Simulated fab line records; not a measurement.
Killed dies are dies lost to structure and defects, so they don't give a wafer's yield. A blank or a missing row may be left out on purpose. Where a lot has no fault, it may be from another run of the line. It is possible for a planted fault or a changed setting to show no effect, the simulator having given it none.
fab line records | flow sky130
[record] lots = 5 | wafers = 15 | last-day = 50
route steps=708 shown NWELL@77 PWDE@84 VT_ADJUST_HVTP@85 VT_ADJUST_LVTN@97
lots that met no fault: taken from a fault-free run of the same line
start-h: hours from the record's first day to the start of the lot's first wafer shown | wait-h: time in hours since the lot's previous step | " as in the row above | L1.1+2: several wafers, shown together as one row | - either no value or no given start | * or withheld: withheld | < > ~ a bound
route shown NAME@n: a module of which the file shows steps, and the number in the route of the first | usual: the fault-free wafers' mean and standard deviation | same: alike in all rows | chamber/n: place in a boat | sites: each site's reading | _std_site: standard deviation of those values | _edge_site: mean of outer sites minus mean of inner sites | radius-mm: how far each site lies from the wafer's centre | mask NAME#n: copy n | behind: tool/chamber where the wafer was last shaped | hold: why the lot went on hold/how many hours it stayed there/how the hold came to an end | device: the transistor (n, p or np) that didn't switch | end of line: at the end of the route, the tests of the same wafers | step lacking rows: just its recipe | killed: dies lost to structure and defects at the first sort, not the wafer's yield | map: a wafer's dies, marking killed ones x, the rest . and places with no die _
set.NAME: the setting that was run; set.NAME@STEP: the one run at that earlier step | model.NAME: the simulator's own value behind a step, which no gauge read
lots at selected steps of the route; one table per step, one row per wafer
services: a tool's chamber out of use, with start hour (start-h, from the record's first day; less than 0 if before it), hours out, and reason
[[steps]]
[step SKY_NWELL_IMPLANT_24]
[recipe] species = B | energy-kev = 140 | dose-cm2 = 9.2e+12 | tilt-deg = withheld
[step SKY_NWELL_STRIP_25]
[recipe] chemistry = O2/N2 | power-w = 1400 | pressure-mtorr = 1500 | platen-temp-c = withheld | o2-flow-sccm = 3000 | n2-flow-sccm = 300 | overash-fraction = 0.5
[usual] drypump-motor-current-A = 6.0/0.35 | oes-product-au = 0.723/0.0046 | strip-time-to-endpoint-s = 37.00/0.097
lot.wafer | tool            | chamber | start-h | wait-h | drypump-motor-current-A | oes-product-au | rf-hours-counter-h | strip-time-to-endpoint-s
L869.2    | plasma-asher-03 | 0       | 117.55  | 0.1    | 6.4                     | 0.724          | 47                 | 37.04
L869.3    | "               | 0       | "       | "      | 6.4                     | 0.723          | -                  | 37.00
L869.4    | "               | 1       | "       | "      | 6.4                     | 0.721          | -                  | 37.12
L872.1    | plasma-asher-03 | 1       | 136.28  | 0.1    | 6.4                     | 0.717          | 48                 | 36.95
L872.3    | "               | 0       | "       | "      | 6.4                     | 0.725          | -                  | 36.88
L872.6    | "               | 1       | "       | "      | 6.4                     | 0.726          | -                  | 36.84
L873.1    | plasma-asher-01 | 1       | 142.03  | 0.1    | 5.6                     | 0.731          | 30                 | 37.04
L873.2    | "               | 0       | "       | "      | 6.0                     | 0.717          | 30                 | 37.08
L873.6    | "               | 0       | "       | "      | 6.0                     | 0.728          | -                  | 37.07
L883.1    | plasma-asher-01 | 1       | 206.32  | 0.1    | 5.6                     | 0.721          | 36                 | 36.96
L883.2    | "               | 0       | "       | "      | 6.0                     | 0.721          | 36                 | 36.94
L883.3    | "               | 0       | "       | "      | 6.0                     | 0.719          | -                  | 36.96
L889.2    | plasma-asher-02 | 0       | 235.42  | 0.1    | 5.5                     | 0.721          | 11                 | 37.08
L889.4    | "               | 1       | "       | "      | 5.9                     | 0.724          | -                  | 37.12
L889.5    | "               | 0       | "       | "      | 5.5                     | 0.722          | -                  | 37.14
[step SKY_NWELL_TW_MEAS_26]
[usual] NWELL_2_TW = 493/3.8
lot.wafer | tool          | chamber | start-h | wait-h | NWELL_2_TW
L869.2    | film-metro-02 | -       | 117.66  | 0.1    | 495
L869.3    | "             | -       | "       | "      | 493
L869.4    | "             | -       | "       | "      | 494
L872.1    | film-metro-02 | -       | 136.38  | 0.1    | 493
L872.3    | "             | -       | "       | "      | 496
L872.6    | "             | -       | "       | "      | 493
L873.1    | film-metro-01 | -       | 142.13  | 0.1    | 487
L873.2    | "             | -       | "       | "      | 487
L873.6    | "             | -       | "       | "      | 487
L883.1    | film-metro-02 | -       | 206.42  | 0.1    | 497
L883.2    | "             | -       | "       | "      | 498
L883.3    | "             | -       | "       | "      | 498
L889.2    | film-metro-03 | -       | 235.53  | 0.1    | 488
L889.4    | "             | -       | "       | "      | 491
L889.5    | "             | -       | "       | "      | 490
[step SKY_NWELL_CLEAN_27]
[recipe] chemistry = SC1/SC2 | mix = 1:4:20 | temp-c = 70 | time-s = 150 | dry = n2-spin
[step SKY_NWELL_RTA_28]
[recipe] temp-c = 1050 | time-s = 30 | idle-temp-c = 650 | ramp-up-c-per-s = 150 | ramp-down-c-per-s = 90 | ambient = N2
[usual] lamp-power-pct = 25.31/0.06 | wafer_temp_C_max = 1054.9/1
lot.wafer | tool          | chamber | start-h | wait-h | lamp-power-pct | wafer_temp_C_max
L869.2    | rtp-anneal-01 | 0       | 117.78  | 0.0    | 25.38          | 1053.9
L869.3    | "             | 0       | "       | "      | 25.37          | 1053.7
L869.4    | "             | 0       | "       | "      | 25.30          | 1054.8
L872.1    | rtp-anneal-02 | 0       | 136.50  | 0.0    | 25.32          | 1055.6
L872.3    | "             | 0       | "       | "      | 25.31          | 1054.6
L872.6    | "             | 0       | "       | "      | 25.23          | 1057.6
L873.1    | rtp-anneal-02 | 0       | 142.24  | 0.0    | 25.38          | 1056.2
L873.2    | "             | 0       | "       | "      | 25.25          | 1055.1
L873.6    | "             | 0       | "       | "      | 25.29          | 1053.3
L883.1    | rtp-anneal-01 | 0       | 206.53  | 0.0    | 25.27          | 1054.3
L883.2    | "             | 0       | "       | "      | 25.28          | 1054.6
L883.3    | "             | 0       | "       | "      | 25.35          | 1054.1
L889.2    | rtp-anneal-02 | 0       | 235.65  | 0.0    | 25.25          | 1054.9
L889.4    | "             | 0       | "       | "      | 25.25          | 1055.8
L889.5    | "             | 0       | "       | "      | 25.26          | 1053.9
[step SKY_NWELL_RS_MEAS_29]
[recipe] thk-meas-gauge = four-point-probe
[usual] NWELL_RS = 624.3/1.7
lot.wafer | tool          | chamber | start-h | wait-h | NWELL_RS[ohm/sq]
L869.2    | film-metro-03 | -       | 117.88  | 0.1    | 624.9
L869.3    | "             | -       | "       | "      | 624.9
L869.4    | "             | -       | "       | "      | 624.0
L872.1    | film-metro-02 | -       | 136.60  | 0.1    | 624.6
L872.3    | "             | -       | "       | "      | 625.8
L872.6    | "             | -       | "       | "      | 625.7
L873.1    | film-metro-01 | -       | 142.34  | 0.1    | 622.6
L873.2    | "             | -       | "       | "      | 623.4
L873.6    | "             | -       | "       | "      | 623.0
L883.1    | film-metro-03 | -       | 206.64  | 0.1    | 623.6
L883.2    | "             | -       | "       | "      | 624.5
L883.3    | "             | -       | "       | "      | 624.1
L889.2    | film-metro-01 | -       | 235.75  | 0.1    | 623.5
L889.4    | "             | -       | "       | "      | 624.4
L889.5    | "             | -       | "       | "      | 622.9
[step SKY_NWELL_RS_MEAS_31]
[recipe] thk-meas-gauge = four-point-probe
[usual] PWDE_RS = 5367/23
lot.wafer | tool          | chamber | start-h | wait-h | PWDE_RS[ohm/sq]
L869.2    | film-metro-03 | -       | 118.12  | 0.1    | 5347
L869.3    | "             | -       | "       | "      | 5348
L869.4    | "             | -       | "       | "      | 5333
L872.1    | film-metro-02 | -       | 136.84  | 0.1    | 5364
L872.3    | "             | -       | "       | "      | 5390
L872.6    | "             | -       | "       | "      | 5383
L873.1    | film-metro-01 | -       | 142.58  | 0.1    | 5378
L873.2    | "             | -       | "       | "      | 5353
L873.6    | "             | -       | "       | "      | 5360
L883.1    | film-metro-03 | -       | 206.88  | 0.1    | 5376
L883.2    | "             | -       | "       | "      | 5356
L883.3    | "             | -       | "       | "      | 5363
L889.2    | film-metro-01 | -       | 235.99  | 0.1    | 5363
L889.4    | "             | -       | "       | "      | 5354
L889.5    | "             | -       | "       | "      | 5347
[step SKY_VT_ADJUST_HVTP_DEHYDRATE_00]
[recipe] temp-c = 200 | time-s = 60
[step SKY_VT_ADJUST_HVTP_HMDS_01]
[recipe] prime-time-s = 60 | prime-temp-c = 120
[step SKY_VT_ADJUST_HVTP_COAT_02]
[recipe] resist = NOVOLAK | spin-rpm = 3000 | resist-thk-nm = 1140
[step SKY_VT_ADJUST_HVTP_SOFTBAKE_03]
[recipe] temp-c = 90 | time-s = 60 | resist = NOVOLAK
[step SKY_VT_ADJUST_HVTP_EXPOSE_04]
[recipe] mask-id = HVTPM | na = 0.6 | source-shape = conventional | sigma-outer = 0.6 | polarization = unpolarized | target-cd-nm = 380 | dose-mj = 140
[usual] reticle-temp-C = 23.03/0.12
lot.wafer | tool             | chamber | start-h | wait-h | mask             | reticle-temp-C
L869.2    | iline-stepper-02 | 0       | 127.45  | -      | HVTPM#0          | 22.90
L869.3    | "                | 0       | "       | "      | HVTPM#0          | 22.99
L869.4    | "                | 0       | "       | "      | HVTPM#0          | 22.98
L872.1    | iline-stepper-01 | 0       | 146.76  | -      | NWM_COMPLEMENT#0 | 23.08
L872.3    | "                | 0       | "       | "      | NWM_COMPLEMENT#0 | 23.07
L872.6    | "                | 0       | "       | "      | NWM_COMPLEMENT#0 | 23.12
L873.1    | iline-stepper-02 | 0       | 152.96  | -      | HVTPM#0          | 23.04
L873.2    | "                | 0       | "       | "      | HVTPM#0          | 22.97
L873.6    | "                | 0       | "       | "      | HVTPM#0          | 22.88
L883.1    | iline-stepper-01 | 0       | 217.81  | -      | HVTPM#0          | 23.21
L883.2    | "                | 0       | "       | "      | HVTPM#0          | 22.98
L883.3    | "                | 0       | "       | "      | HVTPM#0          | 23.07
L889.2    | iline-stepper-01 | 0       | 247.23  | -      | HVTPM#0          | 23.29
L889.4    | "                | 0       | "       | "      | HVTPM#0          | 23.25
L889.5    | "                | 0       | "       | "      | HVTPM#0          | 23.26
[step SKY_VT_ADJUST_HVTP_PEB_05]
[recipe] temp-c = withheld | time-s = * | resist = NOVOLAK
[step SKY_VT_ADJUST_HVTP_DEVELOP_06]
[recipe] resist = NOVOLAK | developer = TMAH | develop-time-s = 61.94 | dev-temp-c = 23
[step SKY_VT_ADJUST_HVTP_CD_MEAS_07]
[recipe] target-cd-nm = 380
[usual] cd-nm = 379.6/2.6
lot.wafer | tool      | chamber | start-h | wait-h | cd-nm
L869.2    | cd-sem-02 | -       | 136.90  | 0.1    | 376.2
L869.3    | "         | -       | "       | "      | 378.5
L869.4    | "         | -       | "       | "      | 375.9
L872.1    | cd-sem-01 | -       | 156.53  | 0.1    | -
L872.3    | "         | -       | "       | "      | -
L872.6    | "         | -       | "       | "      | -
L873.1    | cd-sem-01 | -       | 162.59  | 0.1    | 383.7
L873.2    | "         | -       | "       | "      | 383.2
L873.6    | "         | -       | "       | "      | 381.8
L883.1    | cd-sem-02 | -       | 228.95  | 0.2    | 379.6
L883.2    | "         | -       | "       | "      | 384.2
L883.3    | "         | -       | "       | "      | 383.9
L889.2    | cd-sem-02 | -       | 258.70  | 0.1    | 376.4
L889.4    | "         | -       | "       | "      | 379.6
L889.5    | "         | -       | "       | "      | 377.0
[step SKY_VT_ADJUST_HVTP_OVL_MEAS_08]
[usual] VT_ADJUST_HVTP_OVL = 0.8/1.3
lot.wafer | tool       | chamber | start-h | wait-h | VT_ADJUST_HVTP_OVL[nm]
L869.2    | overlay-02 | -       | 137.01  | 0.1    | 0.6
L869.3    | "          | -       | "       | "      | -1.4
L869.4    | "          | -       | "       | "      | 1.3
L872.1    | overlay-02 | -       | 156.65  | 0.1    | -
L872.3    | "          | -       | "       | "      | -
L872.6    | "          | -       | "       | "      | -
L873.1    | overlay-02 | -       | 162.71  | 0.1    | 1.4
L873.2    | "          | -       | "       | "      | -0.2
L873.6    | "          | -       | "       | "      | 2.3
L883.1    | overlay-01 | -       | 229.07  | 0.1    | 2.0
L883.2    | "          | -       | "       | "      | 1.8
L883.3    | "          | -       | "       | "      | 1.7
L889.2    | overlay-02 | -       | 258.81  | 0.1    | 0.8
L889.4    | "          | -       | "       | "      | 0.8
L889.5    | "          | -       | "       | "      | -1.0
[step SKY_VT_ADJUST_HVTP_IMPLANT_09]
[recipe] species = As | energy-kev = 150 | dose-cm2 = 4.3e+12 | tilt-deg = withheld
[step SKY_VT_ADJUST_HVTP_STRIP_10]
[recipe] chemistry = O2/N2 | power-w = 1400 | pressure-mtorr = 1500 | platen-temp-c = withheld | o2-flow-sccm = 3000 | n2-flow-sccm = 300 | overash-fraction = 0.5
[usual] drypump-motor-current-A = 6.1/0.5 | oes-product-au = 0.716/0.0048 | strip-time-to-endpoint-s = 14.19/0.044
lot.wafer | tool            | chamber | start-h | wait-h | drypump-motor-current-A | oes-product-au | rf-hours-counter-h | strip-time-to-endpoint-s
L869.2    | plasma-asher-03 | 1       | 137.19  | 0.1    | 6.4                     | 0.707          | 48                 | 14.13
L869.3    | "               | 1       | "       | "      | 6.4                     | 0.720          | -                  | 14.12
L869.4    | "               | 0       | "       | "      | 6.4                     | 0.721          | -                  | 14.17
L872.1    | plasma-asher-04 | 1       | 156.84  | 0.1    | 6.7                     | 0.712          | 48                 | 14.13
L872.3    | "               | 0       | "       | "      | 5.4                     | 0.723          | -                  | 14.13
L872.6    | "               | 1       | "       | "      | 6.7                     | 0.714          | -                  | 14.13
L873.1    | plasma-asher-04 | 0       | 162.89  | 0.1    | 5.4                     | 0.718          | 49                 | 14.22
L873.2    | "               | 1       | "       | "      | 6.7                     | 0.722          | 49                 | 14.24
L873.6    | "               | 1       | "       | "      | 6.7                     | 0.714          | -                  | 14.23
L883.1    | plasma-asher-04 | 1       | 229.26  | 0.1    | 6.7                     | 0.715          | 55                 | 14.18
L883.2    | "               | 0       | "       | "      | 5.4                     | 0.714          | 55                 | 14.17
L883.3    | "               | 1       | "       | "      | 6.7                     | 0.722          | -                  | 14.18
L889.2    | plasma-asher-02 | 1       | 258.99  | 0.1    | 6.0                     | 0.712          | 14                 | 14.28
L889.4    | "               | 1       | "       | "      | 6.0                     | 0.711          | -                  | 14.26
L889.5    | "               | 0       | "       | "      | 5.5                     | 0.725          | -                  | 14.27
[step SKY_VT_ADJUST_HVTP_TW_MEAS_11]
[usual] VT_ADJUST_HVTP_TW = 1352/10
lot.wafer | tool          | chamber | start-h | wait-h | VT_ADJUST_HVTP_TW
L869.2    | film-metro-02 | -       | 137.30  | 0.1    | 1348
L869.3    | "             | -       | "       | "      | 1342
L869.4    | "             | -       | "       | "      | 1358
L872.1    | film-metro-02 | -       | 156.94  | 0.1    | 30
L872.3    | "             | -       | "       | "      | 30
L872.6    | "             | -       | "       | "      | 30
L873.1    | film-metro-02 | -       | 162.99  | 0.1    | 1344
L873.2    | "             | -       | "       | "      | 1354
L873.6    | "             | -       | "       | "      | 1354
L883.1    | film-metro-01 | -       | 229.36  | 0.1    | 1358
L883.2    | "             | -       | "       | "      | 1361
L883.3    | "             | -       | "       | "      | 1356
L889.2    | film-metro-02 | -       | 259.10  | 0.1    | 1340
L889.4    | "             | -       | "       | "      | 1351
L889.5    | "             | -       | "       | "      | 1348
[step SKY_VT_ADJUST_LVTN_DEHYDRATE_00]
[recipe] temp-c = 200 | time-s = 60
[[services]]
tool             | chamber | start-h | hours | kind
plasma-asher-02  | -       | 108.75  | 9.0   | pm
plasma-asher-02  | 0       | 108.75  | 9.0   | vent-cycle
plasma-asher-02  | 1       | 108.75  | 9.0   | vent-cycle
plasma-asher-02  | 0       | 117.75  | -     | clean
plasma-asher-02  | 1       | 117.75  | -     | clean
plasma-asher-02  | -       | 142.49  | 4.2   | repair
iline-stepper-01 | -       | 155.22  | 2.1   | pm
iline-stepper-01 | -       | 157.31  | -     | consumable-replace:lamp
iline-stepper-01 | -       | 163.57  | 4.9   | repair
iline-stepper-01 | -       | 168.51  | 1.7   | pm
iline-stepper-01 | 0       | 216.72  | -     | calibration
plasma-asher-04  | -       | 238.54  | 0.3   | repair
iline-stepper-02 | 0       | 241.99  | -     | calibration
plasma-asher-03  | -       | 242.68  | 5.4   | repair
[[key]]
[first-sign] step = SKY_VT_ADJUST_HVTP_EXPOSE_04 | reading = mask | direction = changed
[effect] step = SKY_VT_ADJUST_HVTP_CD_MEAS_07 | reading = cd-nm | direction = missing
[effect] step = SKY_VT_ADJUST_HVTP_OVL_MEAS_08 | reading = VT_ADJUST_HVTP_OVL | direction = missing
[effect] step = SKY_VT_ADJUST_HVTP_TW_MEAS_11 | reading = VT_ADJUST_HVTP_TW | direction = down | sigmas = 99+ | usual = 1352 | struck = 30
met-at SKY_VT_ADJUST_HVTP_EXPOSE_04
struck-wafers L872.1,L872.3,L872.6
sort-left-out L872.1,L872.3,L872.6
tester-left-out L872
[fault] kind = wrong-mask | tool = any | chamber = - | onset-h = 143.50 | steps = SKY_VT_ADJUST_HVTP_EXPOSE_04 | aux-copy = NWM_COMPLEMENT#0 | scope = struck-lots-only
// tester-left-out: of these lots the tester's yield and bins aren't shown, on N5 and GAA mostly nor the transistor test; their killed dies are dies lost to structure and defects alone, not to doping, threshold or leakage, so they don't give the yield
// sort-left-out: the simulated sort isn't trusted on such a fault, so these wafers' sort isn't shown, and their yield isn't known
